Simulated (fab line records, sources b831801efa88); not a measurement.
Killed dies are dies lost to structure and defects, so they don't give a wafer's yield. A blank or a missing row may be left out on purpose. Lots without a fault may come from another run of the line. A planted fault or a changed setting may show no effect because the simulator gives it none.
A struck lot beside a sound one | flow gf180mcu | 17 steps out of a route of 602
Sound: wafers L458.3, L458.5, L458.6. Struck: wafers L465.2, L465.3, L465.6. The cause comes at the end.
At each step with rows: each side's tool, then ch and its chambers, then its first start. Under that, the readings that differ: sound wafers | struck wafers | difference of the means | sigmas: that difference in standard deviations of wafers without a fault.
alike: readings whose means differ by less than 2 such deviations, and words and numbers that are the same on both sides. not compared: withheld readings, readings that some wafer has no value for, bounds like >300 that may hide the same value, and numbers for which the record gives no deviation and whose values overlap.
The two part at a step that has a row with sigmas, a row that says differs or no value, or rows on one side only. Numbers that don't overlap but have no deviation are shown without sigmas and don't part them. A reading that every wafer of one side lacks parts them only if that side has two wafers or more.

first, 3 steps without rows for these wafers: GF_V3_EXPOSE_11 (exposes mask Via3, target cd 260 nm); GF_V3_PEB_12 (peb time 90 s); GF_V3_DEVELOP_13 (develop time 60 s).
GF_V3_CD_MEAS_14: target cd 260 nm.
  sound on cd_sem-01, day 22 20:13; struck on cd_sem-02, day 25 03:35
  reading    | sound             | struck            | difference | sigmas
  cd_nm (nm) | 261.3 262.6 262.1 | 259.6 259.5 260.0 | -2.3       | -2
GF_V3_OVL_MEAS_15:
  sound on overlay-02, day 22 20:19; struck on overlay-02, day 25 03:42
  alike: V3_OVL
GF_V3_ETCH_16: etches BARC in N2/H2.
  sound on rie_diel-02 ch 2,3, day 22 20:20; struck on rie_diel-04 ch 0,2,3, day 25 03:44
  alike: drypump_motor_current_A, oes_product_au, throttle_valve_pct
GF_V3_ETCH_17: etches SiO2 in C4F8/O2/Ar, stops on TiN, target depth 635 nm.
  sound on rie_diel-02 ch 2,3; struck on rie_diel-04 ch 0,2,3
  alike: oes_product_au
GF_V3_STRIP_18: strips in O2/N2.
  sound on plasma_asher-02 ch 0,1, day 22 20:30; struck on plasma_asher-04 ch 1, day 25 03:52
  reading            | sound       | struck      | difference | sigmas
  heater_power_w (W) | 309 273 313 | 350 352 355 | +54        | +2
  alike: drypump_motor_current_A, o2_flow_sccm, oes_product_au
  not compared: rf_hours_counter_h
then, 2 steps without rows for these wafers: GF_V3_STRIP_19 (strips in post etch residue remover, time 1200 s); GF_V3_CLEAN_20 (cleans in DIW).
GF_V3_SPUTTER_21: material Ti, target thk 15 nm, time 80.02 s.
  sound on pvd_sputter-03, day 22 21:00; struck on pvd_sputter-02, day 25 04:29
  alike: throttle_valve_pct
then, 1 step without rows for these wafers: GF_V3_SPUTTER_22 (material TiN, target thk 10 nm, time 40 s).
GF_V3_CVD_23: deposits W, target thk 350 nm, time 104.9 s.
  sound on cvd_w-01 ch 0,1, day 22 21:08; struck on cvd_w-02 ch 0, day 25 04:35
  reading                          | sound                | struck               | difference | sigmas
  heater_power_outer_w (W)         | 464 513 475          | 628 652 634          | +154       | +3
  heater_power_w (W)               | 737 899 710          | 1029 1020 990        | +231       | +2
  susceptor_temp_C (C)             | 399.86 399.95 399.87 | 403.18 403.75 403.38 | +3.54      | +15
  model.W_of_V3_CVD_23.thk_nm (nm) | 350.4 351.1 348.4    | 378.4 377.2 376.5    | +27.4      |
  alike: chamber_pressure_Torr
GF_V3_RS_MEAS_24: measures by four-point-probe.
  sound on film_metro-01, day 22 21:15; struck on film_metro-01, day 25 04:43
  reading          | sound             | struck            | difference | sigmas
  V3_W_RS (ohm/sq) | 0.327 0.327 0.328 | 0.303 0.304 0.305 | -0.023     | -7
GF_V3_THK_MEAS_25: measures by xrf.
  sound on film_metro-01, day 22 21:21; struck on film_metro-01, day 25 04:50
  reading       | sound       | struck      | difference | sigmas
  V3_W_THK (nm) | 352 354 350 | 380 382 381 | +29        | +6
GF_V3_CMP_26: polishes, stops on SiO2, t overpolish 15 s, target thk 0 nm.
  sound on cmp-01 ch 0,3, day 22 21:23; struck on cmp-02 ch 1,2,3, day 25 04:56
  alike: edge_zone_pressure_frac, head_pressure_psi, motor_current_A
-- the record jumps here: 6 days lie between the struck wafers' starts before and after (it left off in module V3 and takes up again in module PASSIVATION, whose first step shown is number 602 of the route) --
GF_PASSIVATION_PROBE_99:
  the record has rows for the struck wafers here (prober-02, day 31 09:43) and none for the sound ones

WHERE THEY PART
First at GF_V3_CD_MEAS_14; last, within this record, at GF_PASSIVATION_PROBE_99.

WHY: what the simulator had put in
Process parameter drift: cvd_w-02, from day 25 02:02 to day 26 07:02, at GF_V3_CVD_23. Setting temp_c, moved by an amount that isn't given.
